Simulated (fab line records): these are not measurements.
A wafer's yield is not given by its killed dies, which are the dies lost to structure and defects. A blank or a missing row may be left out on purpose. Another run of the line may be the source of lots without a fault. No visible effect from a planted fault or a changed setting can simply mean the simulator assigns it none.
8D (eight disciplines) problem report, filled in by code    flow gf180mcu    the parts of the form that need people (team, actions taken, sign-off) are left out

== 1. WHAT IS WRONG ==
Wafers with no fault read 15.000 s with a standard deviation of 0.0088, whereas overpolish_run_s at GF_V5_CMP_26 reads a mean of 16.603 s on 1 wafer of 1 lot. That is +99 or more standard deviations from the usual mean.
The step: polishes, stops on SiO2, t overpolish 15 s, target thk 0 nm.
Earliest sighting: wafer L766.4 on cmp-02 at day 29 10:52. The record holds 39 wafers of 13 lots with a number at this step. The rule behind "out" and "out of limits": a value lying over 4 standard deviations away from the usual mean. The rest of the wafers with a number are treated as sound.

== 2. WHAT IT IS, WHAT IT ISN'T ==
question                     is                 is not
which readings at this step  overpolish_run_s   motor_current_A, time_to_endpoint_s
which lots                   L766               L761, L763, L764, L765, L775, L776, L777, L778, L779, L780, L781, L782
which wafers of those lots   L766.4             L766.1, L766.6
read on which tools          cmp-02             cmp-01
when                         from day 29 10:52  up to then (14 sound wafers); but 24 sound wafers of L775, L776, L777, L778, L779, L780, L781, L782 came after

== 3. SUSPECTS, AND WHAT RULES EACH OUT ==
Counting: a tool at a process step up to the reading stays a suspect if it ran every lot that is out. Sound lots after the first of them don't rule it out here, since some wafers of a struck lot are sound.
- rie_metal-04 at GF_MIM_METAL_ETCH_19 (etches the open film in Cl2/BCl3, stops on Si3N4, target depth 324.5 nm, time 54.1 s): kept. It ran the lot that is out, L766 (day 27 16:17).
- cmp-02 at GF_V5_CMP_26 (polishes, stops on SiO2, t overpolish 15 s, target thk 0 nm): kept. The lot that is out, L766, ran on it at day 29 10:52; the last sound lot it ran before that was L765, at day 29 05:19. Out on those wafers are its own readings of overpolish_run_s.
- Within rie_metal-04 at GF_MIM_METAL_ETCH_19, the wafers that are out were processed in chamber 0 and their sound lot-mates in chamber 1.
- Within cmp-02 at GF_V5_CMP_26: the wafers that are out ran in chamber 1; their sound lot-mates ran in chambers 2, 3.
After counting, rie_metal-04 at GF_MIM_METAL_ETCH_19 and cmp-02 at GF_V5_CMP_26 remain.

== 4. THE CAUSE (what the simulator had put in) ==
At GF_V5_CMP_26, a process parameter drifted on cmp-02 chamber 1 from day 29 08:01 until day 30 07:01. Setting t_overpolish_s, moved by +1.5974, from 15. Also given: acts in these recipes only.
Counting leaves 2 suspects; this tool is one of them.

== 5. SEQUENCE OF EFFECTS, ordered by route ==
Rows list readings where the struck wafers' mean (over those with a number) sits beyond 3 standard deviations from the usual. Only readings whose record carries a usual standard deviation are examined. hours: median over the lots of the time between each lot's start at the first step of this table that gives one and its start at this step. sigmas: the change, counted in usual standard deviations.
hours  step          reading           usual     on struck wafers  change  sigmas
0      GF_V5_CMP_26  overpolish_run_s  15.000 s  16.603            +1.603  +99 or more
Here are the process steps it includes:
- GF_V5_CMP_26: polishes, stops on SiO2, t overpolish 15 s, target thk 0 nm.

== 6. HOW IT WOULD HAVE BEEN CAUGHT EARLIER ==
3 hours passed between the start of the fault at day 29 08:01 and the first reading out of limits in this record, taken at day 29 10:52.
